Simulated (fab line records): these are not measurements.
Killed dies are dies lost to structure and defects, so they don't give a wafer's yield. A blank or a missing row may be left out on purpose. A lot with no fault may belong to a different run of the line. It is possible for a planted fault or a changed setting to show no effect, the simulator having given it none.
Struck lot and sound lot, side by side	flow gf180mcu	16 steps out of a route of 602
Sound: the wafers L409.4, L409.5, L409.6. Struck: wafers L419.4, L419.5, L419.6. At the end, the cause is stated.
For every step that has rows: the tool of each side, followed by ch and its chambers, followed by its first start. Under that, the readings that differ: sound wafers	struck wafers	difference of the means	sigmas: that difference in standard deviations of wafers without a fault.
alike: readings whose means differ by less than 2 such deviations, and words and numbers that are the same on both sides. not compared: withheld readings, readings that some wafer has no value for, bounds like >300 that may hide the same value, and numbers for which the record gives no deviation and whose values overlap.
A row with sigmas, a row that says differs or no value, or rows on one side alone: a step with any of these is where the two part. Numbers that don't overlap but have no deviation are shown without sigmas and don't part them. A reading missing from all wafers of one side parts the sides only when that side holds two or more wafers.

GF_VT_IMPLANT_OVL_MEAS_29:
  struck on overlay-02, day 11 04:25; sound on overlay-02, day 8 11:59
  alike: VT_IMPLANT_02_OVL
following that, these wafers have no rows for 1 step: GF_VT_IMPLANT_IMPLANT_30.
GF_VT_IMPLANT_STRIP_31: strips in O2/N2.
  sound on plasma-asher-04 ch 0,1, day 8 12:11; struck on plasma-asher-04 ch 0,1, day 11 04:37
  alike: chamber-pressure-mTorr, drypump-motor-current-A, heater-power-w, n2-flow-sccm, oes-product-au, strip-time-to-endpoint-s
  not compared: rf-hours-counter-h
GF_VT_IMPLANT_TW_MEAS_32:
  struck on film-metro-04, day 11 04:42; sound on film-metro-04, day 8 12:16
  alike: VT_IMPLANT_3_TW
then, 7 steps without rows for these wafers: GF_VT_IMPLANT_DEHYDRATE_33 (time 60 s); GF_VT_IMPLANT_HMDS_34 (prime time 60 s); GF_VT_IMPLANT_COAT_35 (resist thk 1000 nm); GF_VT_IMPLANT_SOFTBAKE_36 (time 60 s); GF_VT_IMPLANT_EXPOSE_37 (exposes mask Nwell HV AREA, target cd 860 nm); GF_VT_IMPLANT_PEB_38; GF_VT_IMPLANT_DEVELOP_39 (develop time 60 s).
GF_VT_IMPLANT_OVL_MEAS_40:
  struck on overlay-01, day 11 22:59; sound on overlay-02, day 9 04:55
  alike: VT_IMPLANT_03_OVL
GF_VT_IMPLANT_IMPLANT_41:
  struck on implanter-01, day 11 23:04; sound on implanter-02 ch 0, day 9 05:01
  no value came back on the struck wafers for beam-energy-keV, beam-on-s (s); on the sound wafers beam-energy-keV reads 70.003 70.016 70.022
GF_VT_IMPLANT_STRIP_42: strips in O2/N2.
  sound on plasma-asher-03 ch 0,1, day 9 05:07; struck on plasma-asher-02 ch 0,1, day 11 23:11
reading	sound	struck	difference	sigmas
strip-time-to-endpoint-s (s)	12.560 12.576 12.574	12.658 12.620 12.623	+0.064	+2
  alike: chamber-pressure-mTorr, drypump-motor-current-A, heater-power-w, n2-flow-sccm, oes-product-au
  not compared: rf-hours-counter-h
GF_VT_IMPLANT_TW_MEAS_43:
  struck on film-metro-03, day 11 23:16; sound on film-metro-03, day 9 05:13
reading	sound	struck	difference	sigmas
VT_IMPLANT_4_TW	686 682 683	30 30 30	-654	-99 or more
then, 1 step without rows for these wafers: GF_VT_IMPLANT_CLEAN_44 (cleans in SC1/SC2, time 150 s).

== WHERE THEY PART ==
Last at GF_VT_IMPLANT_TW_MEAS_43 as far as this record goes, first at GF_VT_IMPLANT_IMPLANT_41.

WHY: what had been put in by the simulator
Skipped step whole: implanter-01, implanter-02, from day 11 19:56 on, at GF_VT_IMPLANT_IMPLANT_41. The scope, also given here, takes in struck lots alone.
